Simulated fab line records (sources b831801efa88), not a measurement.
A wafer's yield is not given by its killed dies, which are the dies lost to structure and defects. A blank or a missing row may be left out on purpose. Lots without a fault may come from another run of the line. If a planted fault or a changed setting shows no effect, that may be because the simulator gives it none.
Matching of chambers	flow sky130	SKY_VIA3_ETCH_15 on rie-diel-04: 4 sister chambers
The step etches SiO2 in C4F8/O2/Ar, stops on TiN, target depth 507 nm, time 78 s. 8 wafers are shown with their chamber, then 9 later ones without.

WAFERS WITH THEIR CHAMBER
wafer	chamber	oes-product-au (a.u.)
L077.4	2	0.949
L083.3	2	0.940
L083.4	1	0.952
L086.1	0	0.943
L086.5	3	0.948
L089.4	0	0.951
L089.5	1	0.942
L089.6	3	0.951

WAFERS MISSING THEIR CHAMBER
wafer	oes-product-au (a.u.)
L091.3	0.942
L091.4	0.945
L091.6	0.946
L090.1	0.947
L090.2	0.944
L090.5	0.951
L092.2	0.940
L092.3	0.954
L092.4	0.947

WHICH CHAMBER EACH WENT THROUGH
wafer	from the rows above	in truth
L091.3	can't be placed: 2 or 0 or 1 or 3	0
L091.4	can't be placed: 2 or 0 or 1 or 3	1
L091.6	can't be placed: 0 or 1 or 2 or 3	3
L090.1	can't be placed: 0 or 1 or 2 or 3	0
L090.2	can't be placed: 2 or 0 or 1 or 3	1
L090.5	can't be placed: 3 or 0 or 1 or 2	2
L092.2	can't be placed: 2 or 0 or 1 or 3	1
L092.3	can't be placed: 3 or 0 or 1 or 2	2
L092.4	can't be placed: 0 or 1 or 2 or 3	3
Correctly placed: 0 of 9. Not placeable from these rows: 9 (in 9, the candidates include the true chamber). Wrongly placed: 0.
How it was worked out, from the rows above alone: a wafer's distance from a chamber is the root of the sum, over the readings, of the square of ((its reading less the chamber's mean) divided by the reading's scatter). The wafer belongs to the nearest chamber; if the next one is less than 2 further off, it can't be placed. The mean given for a chamber averages the wafers shown for that chamber. The scatter: the root of (the sum of the squares of (reading less its chamber's mean) over the shown wafers, divided by (wafers less chambers)).
